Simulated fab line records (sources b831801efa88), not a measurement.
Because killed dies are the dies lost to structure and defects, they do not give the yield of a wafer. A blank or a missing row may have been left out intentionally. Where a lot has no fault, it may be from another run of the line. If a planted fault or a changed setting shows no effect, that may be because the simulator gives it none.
2 desks looking at one fault :: flow gf180mcu :: each desk holds nothing but its own numbers, with what lay behind them at the end

== TOOL OWNER'S DESK, implanter-02 ==
GF_PSD_IMPLANT_09, tool's own readings: per-lot mean of the sampled wafers with a number, covering each lot this tool ran. A lot is out of limits, marked OUT, if its mean lies more than 4 standard deviations from the usual mean; the brackets give that distance.
Columns: A = beam energy keV at GF_PSD_IMPLANT_09, usual 39.999
lot: L933
first seen here: day 14 23:14
A: 39.998

lot: L936
first seen here: day 15 23:52
A: 40.004

lot: L938
first seen here: day 16 15:16
A: 35.092 (-99 or more) OUT

lot: L939
first seen here: day 17 04:20
A: 35.080 (-99 or more) OUT

lot: L948
first seen here: day 20 11:44
A: 39.971

lot: L949
first seen here: day 20 14:22
A: 40.006

lot: L950
first seen here: day 20 20:36
A: 40.015

lot: L952
first seen here: day 21 13:41
A: 40.000
Finding of this desk: L938, L939 out of limits; the first was L938 at day 16 15:16, on beam energy keV at GF_PSD_IMPLANT_09. In limits: L933, L936, L948, L949, L950, L952.

== METROLOGY DESK ==
Means of the sampled wafers that have a number, per lot and without regard to the tool the lot ran on: this is what the gauges read. A lot is out of limits, marked OUT, if its mean lies more than 4 standard deviations from the usual mean; the brackets give that distance.
Columns: A = PSD_TW at GF_PSD_TW_MEAS_11, usual 3206; B = PSD_RS at GF_PSD_RS_MEAS_15, usual 108.5 ohm/sq
lot: L931
first seen here: day 14 04:16
A: 3149
B: 108.3

lot: L933
first seen here: day 14 23:27
A: 3260
B: 108.9

lot: L936
first seen here: day 16 00:06
A: 3169
B: 108.8

lot: L938
first seen here: day 16 15:29
A: 3069
B: 115.5 (+21) OUT

lot: L939
first seen here: day 17 04:34
A: 3063
B: 114.9 (+19) OUT

lot: L948
first seen here: day 20 11:59
A: 3258
B: 108.2

lot: L949
first seen here: day 20 14:36
A: 3248
B: 108.7

lot: L950
first seen here: day 20 20:53
A: 3187
B: 108.9

lot: L951
first seen here: day 21 07:57
A: 3248
B: 108.4

lot: L952
first seen here: day 21 13:56
A: 3254
B: 108.8

lot: L953
first seen here: day 22 07:29
A: 3145
B: 108.5
Finding of this desk: L938, L939 out of limits, first seen on L938 at day 16 15:52 (PSD_RS at GF_PSD_RS_MEAS_15). In limits: L931, L933, L936, L948, L949, L950, L951, L952, L953.

== BROUGHT TOGETHER ==
An alarm could have come from the tool owner's desk at day 16 15:16, on L938, L939.
An alarm was possible from the metrology desk at day 16 15:52, on L938, L939.
GF_PSD_IMPLANT_09 was run on implanter-02 by each of the lots named.

== WHAT THE SIMULATOR HAD PUT IN ==
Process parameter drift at GF_PSD_IMPLANT_09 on implanter-02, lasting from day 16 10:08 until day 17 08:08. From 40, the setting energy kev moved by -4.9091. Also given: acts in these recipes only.
Struck lots among those shown: L938, L939.
Counting hours from when the fault started, the first reading out of limits came at 5 for the tool owner's desk and at 6 for the metrology desk.
